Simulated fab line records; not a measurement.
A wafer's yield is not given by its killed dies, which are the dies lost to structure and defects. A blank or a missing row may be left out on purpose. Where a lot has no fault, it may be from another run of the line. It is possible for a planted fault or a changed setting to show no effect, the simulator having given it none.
fab line records || flow sky130 || part 2 of 2: steps 29 to 36 of 36
[record] {"lots": 5, "wafers": 15, "lastDay": 49}
route steps=708 shown CAP2M@605 METAL4@621 VIA4@639
lots untouched by any fault: they come from a run of this same line in which no faults occurred
startH: hours from the record's opening day to when the first of the lot's shown wafers began || waitH: hours since the lot's step before || " identical to the entry in the row above || L1.1+2: one row covering several wafers at once || - no value, or no start was given || * or withheld: withheld || < > ~ a bound
route shown NAME@n: NAME is a module with steps in the file, n the number in the route of the first one || usual: average and standard deviation across the fault-free wafers || same: alike in all rows || chamber/n: place in a boat || sites: the reading at each site || _std_site: standard deviation of those values || _edge_site: mean of outer sites minus mean of inner sites || radiusMm: how far each site lies from the wafer's centre || mask NAME#n: copy n || behind: the most recent tool/chamber to have shaped the wafer || hold: cause of the lot's hold/its duration in hours/its outcome || device: transistor that didn't switch, given as n, p or np || end of line: the route-end tests of the same wafers || for a step that has no rows: nothing shown but its recipe || killed: count of dies lost to structure and defects at first sort (not the wafer's yield) || map: dies across one wafer; x = killed, . = not, _ = none there
set.NAME: the setting that was run; set.NAME@STEP: the one run at that earlier step || model.NAME: the simulator's own value behind a step, which no gauge read
certain route steps with their lots: each step a table, each wafer a row
services: when a tool's chamber went out of use (startH, in hours from the record's first day, below 0 if earlier), for how many hours, and the reason
[[steps]]
[step SKY_METAL4_ETCH_17]
[recipe] {"target": "SiO2", "stopOn": "TiN", "chemistry": "C4F8/O2/Ar", "sourceW": 1500, "biasW": 1200, "pressureMtorr": 40, "c4f8FlowSccm": "withheld", "O2_flow_sccm": 6, "Ar_flow_sccm": 300, "timeS": 3.9, "targetDepthA": 150}
[usual] {"chamberPressureMTorr": "40.00/0.036", "oesProductAu": "0.755/0.0083", "rfFwdPowerW": "1465/5.1"}
{"lot.wafer": "L076.2", "tool": "rieDiel-02", "chamber": 2, "startH": 1007.59, "waitH": 0.1, "chamberPressureMTorr": 39.93, "oesProductAu": 0.740, "rfFwdPowerW": 1478}
{"lot.wafer": "L076.3", "tool": "rieDiel-02", "chamber": 0, "startH": 1007.59, "waitH": 0.1, "chamberPressureMTorr": 40.01, "oesProductAu": 0.745, "rfFwdPowerW": 1461}
{"lot.wafer": "L076.6", "tool": "rieDiel-02", "chamber": 1, "startH": 1007.59, "waitH": 0.1, "chamberPressureMTorr": 39.97, "oesProductAu": 0.749, "rfFwdPowerW": 1459}
{"lot.wafer": "L077.3", "tool": "rieDiel-01", "chamber": 0, "startH": 1010.28, "waitH": 0.0, "chamberPressureMTorr": 39.99, "oesProductAu": 0.756, "rfFwdPowerW": 1466}
{"lot.wafer": "L077.5", "tool": "rieDiel-01", "chamber": 2, "startH": 1010.28, "waitH": 0.0, "chamberPressureMTorr": 40.01, "oesProductAu": 0.754, "rfFwdPowerW": 1471}
{"lot.wafer": "L077.6", "tool": "rieDiel-01", "chamber": 3, "startH": 1010.28, "waitH": 0.0, "chamberPressureMTorr": 40.04, "oesProductAu": 0.746, "rfFwdPowerW": 1470}
{"lot.wafer": "L086.2", "tool": "rieDiel-02", "chamber": 3, "startH": 1083.39, "waitH": 0.1, "chamberPressureMTorr": 39.97, "oesProductAu": 0.749, "rfFwdPowerW": 1462}
{"lot.wafer": "L086.5", "tool": "rieDiel-02", "chamber": 0, "startH": 1083.39, "waitH": 0.1, "chamberPressureMTorr": 40.06, "oesProductAu": 0.766, "rfFwdPowerW": 1463}
{"lot.wafer": "L086.6", "tool": "rieDiel-02", "chamber": 1, "startH": 1083.39, "waitH": 0.1, "chamberPressureMTorr": 40.04, "oesProductAu": 0.750, "rfFwdPowerW": 1464}
{"lot.wafer": "L089.3", "tool": "rieDiel-03", "chamber": 2, "startH": 1089.09, "waitH": 0.0, "chamberPressureMTorr": 40.02, "oesProductAu": 0.753, "rfFwdPowerW": 1458}
{"lot.wafer": "L089.4", "tool": "rieDiel-03", "chamber": 3, "startH": 1089.09, "waitH": 0.0, "chamberPressureMTorr": 40.05, "oesProductAu": 0.774, "rfFwdPowerW": 1468}
{"lot.wafer": "L089.6", "tool": "rieDiel-03", "chamber": 3, "startH": 1089.09, "waitH": 0.0, "chamberPressureMTorr": 39.96, "oesProductAu": 0.754, "rfFwdPowerW": 1465}
{"lot.wafer": "L092.2", "tool": "rieDiel-01", "chamber": 2, "startH": 1089.68, "waitH": 0.1, "chamberPressureMTorr": 39.97, "oesProductAu": 0.756, "rfFwdPowerW": 1471}
{"lot.wafer": "L092.5", "tool": "rieDiel-01", "chamber": 3, "startH": 1089.68, "waitH": 0.1, "chamberPressureMTorr": 40.08, "oesProductAu": 0.755, "rfFwdPowerW": 1461}
{"lot.wafer": "L092.6", "tool": "rieDiel-01", "chamber": 0, "startH": 1089.68, "waitH": 0.1, "chamberPressureMTorr": 40.01, "oesProductAu": 0.753, "rfFwdPowerW": 1464}
[step SKY_METAL4_METAL_ETCH_18]
[recipe] {"targetDepthA": 8450, "stopOn": "SiO2", "overEtchFrac": 0.3, "timeS": 183.1, "chemistry": "Cl2/BCl3", "resistSidewallDeg": 88, "pressureMtorr": 10, "icpW": 900, "biasW": 48.5, "Cl2_flow_sccm": 60, "bcl3FlowSccm": 30}
[usual] {"bcl3FlowSccm": "30.00/0.083", "chamberPressureMTorr": "10.001/0.0085", "drypumpMotorCurrentA": "5.8/0.43", "heBacksideLeakSccm": "3.30/0.29", "oesProductAu": "0.863/0.0075", "rfFwdPowerW": "895.4/2.7", "throttleValvePct": "22.264/0.0083"}
{"lot.wafer": "L076.2", "tool": "rieMetal-04", "chamber": 1, "startH": 1007.61, "waitH": 0.0, "bcl3FlowSccm": 29.96, "chamberPressureMTorr": 9.990, "drypumpMotorCurrentA": 5.2, "heBacksideLeakSccm": 3.32, "oesProductAu": 0.852, "rfFwdPowerW": 891.5, "rfHoursCounterH": 15, "throttleValvePct": 22.271}
{"lot.wafer": "L076.3", "tool": "rieMetal-04", "chamber": 1, "startH": 1007.61, "waitH": 0.0, "bcl3FlowSccm": 29.90, "chamberPressureMTorr": 10.005, "drypumpMotorCurrentA": 5.2, "heBacksideLeakSccm": 3.39, "oesProductAu": 0.855, "rfFwdPowerW": 894.6, "rfHoursCounterH": "-", "throttleValvePct": 22.276}
{"lot.wafer": "L076.6", "tool": "rieMetal-04", "chamber": 0, "startH": 1007.61, "waitH": 0.0, "bcl3FlowSccm": 29.94, "chamberPressureMTorr": 10.022, "drypumpMotorCurrentA": 5.9, "heBacksideLeakSccm": 3.24, "oesProductAu": 0.865, "rfFwdPowerW": 895.9, "rfHoursCounterH": "-", "throttleValvePct": 22.266}
{"lot.wafer": "L077.3", "tool": "rieMetal-03", "chamber": 0, "startH": 1010.36, "waitH": 0.1, "bcl3FlowSccm": 30.00, "chamberPressureMTorr": 9.996, "drypumpMotorCurrentA": 6.3, "heBacksideLeakSccm": 3.08, "oesProductAu": 0.868, "rfFwdPowerW": 894.9, "rfHoursCounterH": "-", "throttleValvePct": 22.255}
{"lot.wafer": "L077.5", "tool": "rieMetal-03", "chamber": 1, "startH": 1010.36, "waitH": 0.1, "bcl3FlowSccm": 29.99, "chamberPressureMTorr": 10.014, "drypumpMotorCurrentA": 5.6, "heBacksideLeakSccm": 3.46, "oesProductAu": 0.864, "rfFwdPowerW": 891.2, "rfHoursCounterH": "-", "throttleValvePct": 22.272}
{"lot.wafer": "L077.6", "tool": "rieMetal-03", "chamber": 0, "startH": 1010.36, "waitH": 0.1, "bcl3FlowSccm": 29.97, "chamberPressureMTorr": 10.006, "drypumpMotorCurrentA": 6.3, "heBacksideLeakSccm": 3.08, "oesProductAu": 0.865, "rfFwdPowerW": 895.1, "rfHoursCounterH": "-", "throttleValvePct": 22.277}
{"lot.wafer": "L086.2", "tool": "rieMetal-02", "chamber": 0, "startH": 1083.41, "waitH": 0.0, "bcl3FlowSccm": 30.14, "chamberPressureMTorr": 9.991, "drypumpMotorCurrentA": 6.5, "heBacksideLeakSccm": 3.46, "oesProductAu": 0.862, "rfFwdPowerW": 895.4, "rfHoursCounterH": 18, "throttleValvePct": 22.267}
{"lot.wafer": "L086.5", "tool": "rieMetal-02", "chamber": 1, "startH": 1083.41, "waitH": 0.0, "bcl3FlowSccm": 30.02, "chamberPressureMTorr": 9.986, "drypumpMotorCurrentA": 5.3, "heBacksideLeakSccm": 3.13, "oesProductAu": 0.864, "rfFwdPowerW": 897.8, "rfHoursCounterH": "-", "throttleValvePct": 22.281}
{"lot.wafer": "L086.6", "tool": "rieMetal-02", "chamber": 0, "startH": 1083.41, "waitH": 0.0, "bcl3FlowSccm": 30.01, "chamberPressureMTorr": 9.999, "drypumpMotorCurrentA": 6.5, "heBacksideLeakSccm": 3.53, "oesProductAu": 0.872, "rfFwdPowerW": 896.3, "rfHoursCounterH": "-", "throttleValvePct": 22.269}
{"lot.wafer": "L089.3", "tool": "rieMetal-04", "chamber": 1, "startH": 1089.17, "waitH": 0.1, "bcl3FlowSccm": 30.09, "chamberPressureMTorr": 10.013, "drypumpMotorCurrentA": 5.2, "heBacksideLeakSccm": 3.47, "oesProductAu": 0.860, "rfFwdPowerW": 898.0, "rfHoursCounterH": "-", "throttleValvePct": 22.270}
{"lot.wafer": "L089.4", "tool": "rieMetal-04", "chamber": 0, "startH": 1089.17, "waitH": 0.1, "bcl3FlowSccm": 29.89, "chamberPressureMTorr": 9.996, "drypumpMotorCurrentA": 5.8, "heBacksideLeakSccm": 3.29, "oesProductAu": 0.866, "rfFwdPowerW": 896.8, "rfHoursCounterH": "-", "throttleValvePct": 22.259}
{"lot.wafer": "L089.6", "tool": "rieMetal-04", "chamber": 0, "startH": 1089.17, "waitH": 0.1, "bcl3FlowSccm": 29.95, "chamberPressureMTorr": 9.989, "drypumpMotorCurrentA": 5.9, "heBacksideLeakSccm": 3.15, "oesProductAu": 0.873, "rfFwdPowerW": 893.2, "rfHoursCounterH": "-", "throttleValvePct": 22.265}
{"lot.wafer": "L092.2", "tool": "rieMetal-04", "chamber": 1, "startH": 1089.70, "waitH": 0.0, "bcl3FlowSccm": 29.94, "chamberPressureMTorr": 9.994, "drypumpMotorCurrentA": 5.2, "heBacksideLeakSccm": 3.24, "oesProductAu": 0.874, "rfFwdPowerW": 898.1, "rfHoursCounterH": 21, "throttleValvePct": 22.247}
{"lot.wafer": "L092.5", "tool": "rieMetal-04", "chamber": 1, "startH": 1089.70, "waitH": 0.0, "bcl3FlowSccm": 30.04, "chamberPressureMTorr": 10.004, "drypumpMotorCurrentA": 5.2, "heBacksideLeakSccm": 3.32, "oesProductAu": 0.856, "rfFwdPowerW": 901.5, "rfHoursCounterH": "-", "throttleValvePct": 22.270}
{"lot.wafer": "L092.6", "tool": "rieMetal-04", "chamber": 0, "startH": 1089.70, "waitH": 0.0, "bcl3FlowSccm": 30.14, "chamberPressureMTorr": 9.995, "drypumpMotorCurrentA": 5.8, "heBacksideLeakSccm": 3.26, "oesProductAu": 0.862, "rfFwdPowerW": 893.1, "rfHoursCounterH": "-", "throttleValvePct": 22.262}
[step SKY_METAL4_STRIP_19]
[recipe] {"chemistry": "O2/N2", "powerW": 1400, "pressureMtorr": 1500, "platenTempC": "withheld", "o2FlowSccm": 3000, "n2FlowSccm": 300, "overashFraction": 0.5}
[usual] {"chamberPressureMTorr": "1499.6/1.4", "drypumpMotorCurrentA": "5.8/0.62", "oesProductAu": "0.502/0.0064", "stripTimeToEndpointS": "6.51/0.099"}
{"lot.wafer": "L076.2", "tool": "plasmaAsher-01", "chamber": 0, "startH": 1007.79, "waitH": 0.1, "chamberPressureMTorr": 1503.0, "drypumpMotorCurrentA": 5.3, "oesProductAu": 0.516, "rfHoursCounterH": 78, "stripTimeToEndpointS": 6.74}
{"lot.wafer": "L076.3", "tool": "plasmaAsher-01", "chamber": 1, "startH": 1007.79, "waitH": 0.1, "chamberPressureMTorr": 1498.5, "drypumpMotorCurrentA": 5.6, "oesProductAu": 0.506, "rfHoursCounterH": "-", "stripTimeToEndpointS": 6.68}
{"lot.wafer": "L076.6", "tool": "plasmaAsher-01", "chamber": 1, "startH": 1007.79, "waitH": 0.1, "chamberPressureMTorr": 1499.7, "drypumpMotorCurrentA": 5.6, "oesProductAu": 0.507, "rfHoursCounterH": "-", "stripTimeToEndpointS": 6.60}
{"lot.wafer": "L077.3", "tool": "plasmaAsher-02", "chamber": 0, "startH": 1010.51, "waitH": 0.1, "chamberPressureMTorr": 1500.9, "drypumpMotorCurrentA": 6.7, "oesProductAu": 0.497, "rfHoursCounterH": "-", "stripTimeToEndpointS": 6.49}
{"lot.wafer": "L077.5", "tool": "plasmaAsher-02", "chamber": 1, "startH": 1010.51, "waitH": 0.1, "chamberPressureMTorr": 1499.0, "drypumpMotorCurrentA": 5.3, "oesProductAu": 0.499, "rfHoursCounterH": "-", "stripTimeToEndpointS": 6.48}
{"lot.wafer": "L077.6", "tool": "plasmaAsher-02", "chamber": 0, "startH": 1010.51, "waitH": 0.1, "chamberPressureMTorr": 1500.4, "drypumpMotorCurrentA": 6.8, "oesProductAu": 0.492, "rfHoursCounterH": "-", "stripTimeToEndpointS": 6.45}
{"lot.wafer": "L086.2", "tool": "plasmaAsher-02", "chamber": 0, "startH": 1083.58, "waitH": 0.1, "chamberPressureMTorr": 1499.4, "drypumpMotorCurrentA": 6.8, "oesProductAu": 0.492, "rfHoursCounterH": 2, "stripTimeToEndpointS": 6.51}
{"lot.wafer": "L086.5", "tool": "plasmaAsher-02", "chamber": 0, "startH": 1083.58, "waitH": 0.1, "chamberPressureMTorr": 1498.8, "drypumpMotorCurrentA": 6.7, "oesProductAu": 0.500, "rfHoursCounterH": "-", "stripTimeToEndpointS": 6.36}
{"lot.wafer": "L086.6", "tool": "plasmaAsher-02", "chamber": 1, "startH": 1083.58, "waitH": 0.1, "chamberPressureMTorr": 1498.6, "drypumpMotorCurrentA": 5.3, "oesProductAu": 0.513, "rfHoursCounterH": "-", "stripTimeToEndpointS": 6.58}
{"lot.wafer": "L089.3", "tool": "plasmaAsher-02", "chamber": 0, "startH": 1089.32, "waitH": 0.1, "chamberPressureMTorr": 1501.2, "drypumpMotorCurrentA": 6.7, "oesProductAu": 0.510, "rfHoursCounterH": "-", "stripTimeToEndpointS": 6.63}
{"lot.wafer": "L089.4", "tool": "plasmaAsher-02", "chamber": 1, "startH": 1089.32, "waitH": 0.1, "chamberPressureMTorr": 1503.1, "drypumpMotorCurrentA": 5.3, "oesProductAu": 0.494, "rfHoursCounterH": "-", "stripTimeToEndpointS": 6.48}
{"lot.wafer": "L089.6", "tool": "plasmaAsher-02", "chamber": 1, "startH": 1089.32, "waitH": 0.1, "chamberPressureMTorr": 1501.6, "drypumpMotorCurrentA": 5.3, "oesProductAu": 0.505, "rfHoursCounterH": "-", "stripTimeToEndpointS": 6.53}
{"lot.wafer": "L092.2", "tool": "plasmaAsher-01", "chamber": 1, "startH": 1089.87, "waitH": 0.1, "chamberPressureMTorr": 1500.9, "drypumpMotorCurrentA": 5.6, "oesProductAu": 0.500, "rfHoursCounterH": 86, "stripTimeToEndpointS": 6.63}
{"lot.wafer": "L092.5", "tool": "plasmaAsher-01", "chamber": 1, "startH": 1089.87, "waitH": 0.1, "chamberPressureMTorr": 1499.1, "drypumpMotorCurrentA": 5.6, "oesProductAu": 0.507, "rfHoursCounterH": "-", "stripTimeToEndpointS": 6.62}
{"lot.wafer": "L092.6", "tool": "plasmaAsher-01", "chamber": 0, "startH": 1089.87, "waitH": 0.1, "chamberPressureMTorr": 1498.4, "drypumpMotorCurrentA": 5.3, "oesProductAu": 0.501, "rfHoursCounterH": "-", "stripTimeToEndpointS": 6.57}
[step SKY_METAL4_STRIP_20]
[recipe] {"chemistry": "postEtchResidueRemover", "timeS": 1200, "tempC": 72.5}
[usual] {"bathHeatDutyPct": "14.3/1.7", "tempC": "72.51/0.12"}
{"lot.wafer": "L076.2", "tool": "wetBench-04", "chamber": 3, "startH": 1007.89, "waitH": 0.1, "bathHeatDutyPct": 17.4, "tempC": 72.47}
{"lot.wafer": "L076.3", "tool": "wetBench-04", "chamber": 3, "startH": 1007.89, "waitH": 0.1, "bathHeatDutyPct": 15.2, "tempC": 72.52}
{"lot.wafer": "L076.6", "tool": "wetBench-04", "chamber": 3, "startH": 1007.89, "waitH": 0.1, "bathHeatDutyPct": 16.4, "tempC": 72.43}
{"lot.wafer": "L077.3", "tool": "wetBench-04", "chamber": 0, "startH": 1010.57, "waitH": 0.0, "bathHeatDutyPct": 12.4, "tempC": 72.46}
{"lot.wafer": "L077.5", "tool": "wetBench-04", "chamber": 0, "startH": 1010.57, "waitH": 0.0, "bathHeatDutyPct": 13.6, "tempC": 72.41}
{"lot.wafer": "L077.6", "tool": "wetBench-04", "chamber": 0, "startH": 1010.57, "waitH": 0.0, "bathHeatDutyPct": 13.8, "tempC": 72.39}
{"lot.wafer": "L086.2", "tool": "wetBench-01", "chamber": 0, "startH": 1083.68, "waitH": 0.1, "bathHeatDutyPct": 17.4, "tempC": 72.46}
{"lot.wafer": "L086.5", "tool": "wetBench-01", "chamber": 0, "startH": 1083.68, "waitH": 0.1, "bathHeatDutyPct": 15.3, "tempC": 72.56}
{"lot.wafer": "L086.6", "tool": "wetBench-01", "chamber": 0, "startH": 1083.68, "waitH": 0.1, "bathHeatDutyPct": 14.5, "tempC": 72.43}
{"lot.wafer": "L089.3", "tool": "wetBench-02", "chamber": 0, "startH": 1089.39, "waitH": 0.0, "bathHeatDutyPct": 12.2, "tempC": 72.72}
{"lot.wafer": "L089.4", "tool": "wetBench-02", "chamber": 0, "startH": 1089.39, "waitH": 0.0, "bathHeatDutyPct": 12.6, "tempC": 72.42}
{"lot.wafer": "L089.6", "tool": "wetBench-02", "chamber": 0, "startH": 1089.39, "waitH": 0.0, "bathHeatDutyPct": 12.7, "tempC": 72.51}
{"lot.wafer": "L092.2", "tool": "wetBench-02", "chamber": 1, "startH": 1089.97, "waitH": 0.1, "bathHeatDutyPct": 14.7, "tempC": 72.47}
{"lot.wafer": "L092.5", "tool": "wetBench-02", "chamber": 1, "startH": 1089.97, "waitH": 0.1, "bathHeatDutyPct": 13.7, "tempC": 72.39}
{"lot.wafer": "L092.6", "tool": "wetBench-02", "chamber": 1, "startH": 1089.97, "waitH": 0.1, "bathHeatDutyPct": 14.1, "tempC": 72.52}
[step SKY_METAL4_CLEAN_21]
[recipe] {"chemistry": "IPA", "timeS": 180, "tempC": 25}
[usual] {"bathHeatDutyPct": "6.2/0.78", "tempC": "25.02/0.11"}
{"lot.wafer": "L076.2", "tool": "wetBench-01", "chamber": 3, "startH": 1008.23, "waitH": 0.0, "bathHeatDutyPct": 6.3, "tempC": 24.86}
{"lot.wafer": "L076.3", "tool": "wetBench-01", "chamber": 3, "startH": 1008.23, "waitH": 0.0, "bathHeatDutyPct": 6.1, "tempC": 25.09}
{"lot.wafer": "L076.6", "tool": "wetBench-01", "chamber": 3, "startH": 1008.23, "waitH": 0.0, "bathHeatDutyPct": 5.9, "tempC": 24.94}
{"lot.wafer": "L077.3", "tool": "wetBench-01", "chamber": 2, "startH": 1011.26, "waitH": 0.0, "bathHeatDutyPct": 5.9, "tempC": 24.94}
{"lot.wafer": "L077.5", "tool": "wetBench-01", "chamber": 2, "startH": 1011.26, "waitH": 0.0, "bathHeatDutyPct": 6.3, "tempC": 24.93}
{"lot.wafer": "L077.6", "tool": "wetBench-01", "chamber": 2, "startH": 1011.26, "waitH": 0.0, "bathHeatDutyPct": 6.7, "tempC": 24.98}
{"lot.wafer": "L086.2", "tool": "wetBench-04", "chamber": 0, "startH": 1084.03, "waitH": 0.0, "bathHeatDutyPct": 6.0, "tempC": 25.05}
{"lot.wafer": "L086.5", "tool": "wetBench-04", "chamber": 0, "startH": 1084.03, "waitH": 0.0, "bathHeatDutyPct": 5.8, "tempC": 25.12}
{"lot.wafer": "L086.6", "tool": "wetBench-04", "chamber": 0, "startH": 1084.03, "waitH": 0.0, "bathHeatDutyPct": 6.2, "tempC": 25.18}
{"lot.wafer": "L089.3", "tool": "wetBench-01", "chamber": 0, "startH": 1089.73, "waitH": 0.0, "bathHeatDutyPct": 6.7, "tempC": 25.00}
{"lot.wafer": "L089.4", "tool": "wetBench-01", "chamber": 0, "startH": 1089.73, "waitH": 0.0, "bathHeatDutyPct": 6.8, "tempC": 25.15}
{"lot.wafer": "L089.6", "tool": "wetBench-01", "chamber": 0, "startH": 1089.73, "waitH": 0.0, "bathHeatDutyPct": 6.7, "tempC": 25.08}
{"lot.wafer": "L092.2", "tool": "wetBench-01", "chamber": 1, "startH": 1090.32, "waitH": 0.0, "bathHeatDutyPct": 5.8, "tempC": 24.99}
{"lot.wafer": "L092.5", "tool": "wetBench-01", "chamber": 1, "startH": 1090.32, "waitH": 0.0, "bathHeatDutyPct": 6.1, "tempC": 25.00}
{"lot.wafer": "L092.6", "tool": "wetBench-01", "chamber": 1, "startH": 1090.32, "waitH": 0.0, "bathHeatDutyPct": 5.2, "tempC": 24.93}
[step SKY_METAL4_CLEAN_22]
[recipe] {"chemistry": "O3/DIW", "dry": "n2Spin"}
{"lot.wafer": "L076.2+3+6", "tool": "wetBench-02", "chamber": 0, "startH": 1008.29, "waitH": 0.0}
{"lot.wafer": "L077.3+5+6", "tool": "wetBench-04", "chamber": 1, "startH": 1011.32, "waitH": 0.0}
{"lot.wafer": "L086.2+5+6", "tool": "wetBench-02", "chamber": 0, "startH": 1084.09, "waitH": 0.0}
{"lot.wafer": "L089.3+4+6", "tool": "wetBench-04", "chamber": 2, "startH": 1089.79, "waitH": 0.0}
{"lot.wafer": "L092.2+5+6", "tool": "wetBench-02", "chamber": 3, "startH": 1090.37, "waitH": 0.0}
[step SKY_VIA4_HDPCVD_00]
[recipe] {"material": "SiO2", "targetThkNm": 1750, "sigmaOpenFrac": 0.3, "timeS": 291.7, "tempC": 400, "sih4FlowSccm": 60, "pressureMtorr": 6}
{"lot.wafer": "L076.2+3+6", "tool": "hdpcvd-01", "chamber": "0,1,1", "startH": 1008.47, "waitH": 0.0}
{"lot.wafer": "L077.3+5+6", "tool": "hdpcvd-01", "chamber": "2,2,1", "startH": 1011.59, "waitH": 0.1}
{"lot.wafer": "L086.2+5+6", "tool": "hdpcvd-02", "chamber": "2,0,1", "startH": 1084.18, "waitH": 0.0}
{"lot.wafer": "L089.3+4+6", "tool": "hdpcvd-01", "chamber": "2,2,1", "startH": 1089.89, "waitH": 0.0}
{"lot.wafer": "L092.2+5+6", "tool": "hdpcvd-01", "chamber": "1,2,0", "startH": 1090.47, "waitH": 0.0}
[step SKY_VIA4_THK_MEAS_01]
[recipe] {"reads": "SiO2_of_VIA4_HDPCVD_00"}
[usual] {"VIA4_HDPCVD_THK": "1762/19"}
{"lot.wafer": "L076.2", "tool": "filmMetro-03", "chamber": "-", "startH": 1008.66, "waitH": 0.1, "VIA4_HDPCVD_THK[nm]": 1762}
{"lot.wafer": "L076.3", "tool": "filmMetro-03", "chamber": "-", "startH": 1008.66, "waitH": 0.1, "VIA4_HDPCVD_THK[nm]": 1780}
{"lot.wafer": "L076.6", "tool": "filmMetro-03", "chamber": "-", "startH": 1008.66, "waitH": 0.1, "VIA4_HDPCVD_THK[nm]": 1784}
{"lot.wafer": "L077.3", "tool": "filmMetro-01", "chamber": "-", "startH": 1011.79, "waitH": 0.1, "VIA4_HDPCVD_THK[nm]": 1729}
{"lot.wafer": "L077.5", "tool": "filmMetro-01", "chamber": "-", "startH": 1011.79, "waitH": 0.1, "VIA4_HDPCVD_THK[nm]": 1733}
{"lot.wafer": "L077.6", "tool": "filmMetro-01", "chamber": "-", "startH": 1011.79, "waitH": 0.1, "VIA4_HDPCVD_THK[nm]": 1776}
{"lot.wafer": "L086.2", "tool": "filmMetro-01", "chamber": "-", "startH": 1084.37, "waitH": 0.1, "VIA4_HDPCVD_THK[nm]": 1786}
{"lot.wafer": "L086.5", "tool": "filmMetro-01", "chamber": "-", "startH": 1084.37, "waitH": 0.1, "VIA4_HDPCVD_THK[nm]": 1770}
{"lot.wafer": "L086.6", "tool": "filmMetro-01", "chamber": "-", "startH": 1084.37, "waitH": 0.1, "VIA4_HDPCVD_THK[nm]": 1764}
{"lot.wafer": "L089.3", "tool": "filmMetro-01", "chamber": "-", "startH": 1090.09, "waitH": 0.1, "VIA4_HDPCVD_THK[nm]": 1738}
{"lot.wafer": "L089.4", "tool": "filmMetro-01", "chamber": "-", "startH": 1090.09, "waitH": 0.1, "VIA4_HDPCVD_THK[nm]": 1739}
{"lot.wafer": "L089.6", "tool": "filmMetro-01", "chamber": "-", "startH": 1090.09, "waitH": 0.1, "VIA4_HDPCVD_THK[nm]": 1744}
{"lot.wafer": "L092.2", "tool": "filmMetro-03", "chamber": "-", "startH": 1090.65, "waitH": 0.1, "VIA4_HDPCVD_THK[nm]": 1740}
{"lot.wafer": "L092.5", "tool": "filmMetro-03", "chamber": "-", "startH": 1090.65, "waitH": 0.1, "VIA4_HDPCVD_THK[nm]": 1733}
{"lot.wafer": "L092.6", "tool": "filmMetro-03", "chamber": "-", "startH": 1090.65, "waitH": 0.1, "VIA4_HDPCVD_THK[nm]": 1754}
[[services]]
{"tool": "rieMetal-03", "chamber": 0, "startH": 938.67, "hours": 11.0, "kind": "repair"}
{"tool": "krfScanner-01", "chamber": "-", "startH": 942.60, "hours": 4.4, "kind": "pm"}
{"tool": "plasmaAsher-01", "chamber": "-", "startH": 946.84, "hours": 2.0, "kind": "repair"}
{"tool": "krfScanner-02", "chamber": "-", "startH": 946.98, "hours": 4.0, "kind": "pm"}
{"tool": "rieDiel-02", "chamber": 0, "startH": 948.48, "hours": 2.5, "kind": "repair"}
{"tool": "krfScanner-02", "chamber": "-", "startH": 961.64, "hours": 0.8, "kind": "pm"}
{"tool": "rieDiel-01", "chamber": "-", "startH": 974.13, "hours": 1.5, "kind": "repair"}
{"tool": "krfScanner-01", "chamber": "-", "startH": 977.16, "hours": 1.3, "kind": "pm"}
{"tool": "plasmaAsher-01", "chamber": "-", "startH": 978.56, "hours": 2.8, "kind": "pm"}
{"tool": "plasmaAsher-03", "chamber": "-", "startH": 980.89, "hours": 3.3, "kind": "repair"}
{"tool": "hdpcvd-01", "chamber": "-", "startH": 984.00, "hours": 0.6, "kind": "repair"}
{"tool": "krfScanner-01", "chamber": "-", "startH": 986.97, "hours": 0.3, "kind": "repair"}
{"tool": "krfScanner-02", "chamber": "-", "startH": 996.22, "hours": 1.0, "kind": "repair"}
{"tool": "ilineStepper-02", "chamber": "-", "startH": 1001.29, "hours": 1.7, "kind": "pm"}
{"tool": "ilineStepper-01", "chamber": "-", "startH": 1002.96, "hours": 1.7, "kind": "pm"}
{"tool": "krfScanner-02", "chamber": "-", "startH": 1003.12, "hours": 3.6, "kind": "pm"}
{"tool": "krfScanner-01", "chamber": "-", "startH": 1005.11, "hours": 4.7, "kind": "repair"}
{"tool": "krfScanner-02", "chamber": "-", "startH": 1010.89, "hours": 3.0, "kind": "pm"}
{"tool": "pvdSputter-04", "chamber": "-", "startH": 1020.20, "hours": 3.7, "kind": "repair"}
{"tool": "rieMetal-03", "chamber": "-", "startH": 1031.39, "hours": 0.3, "kind": "repair"}
{"tool": "plasmaAsher-02", "chamber": "-", "startH": 1055.25, "hours": 9.0, "kind": "pm"}
{"tool": "krfScanner-02", "chamber": "-", "startH": 1057.05, "hours": 0.5, "kind": "repair"}
{"tool": "krfScanner-02", "chamber": "-", "startH": 1061.31, "hours": 0.5, "kind": "repair"}
{"tool": "krfScanner-02", "chamber": "-", "startH": 1090.14, "hours": 1.0, "kind": "pm"}
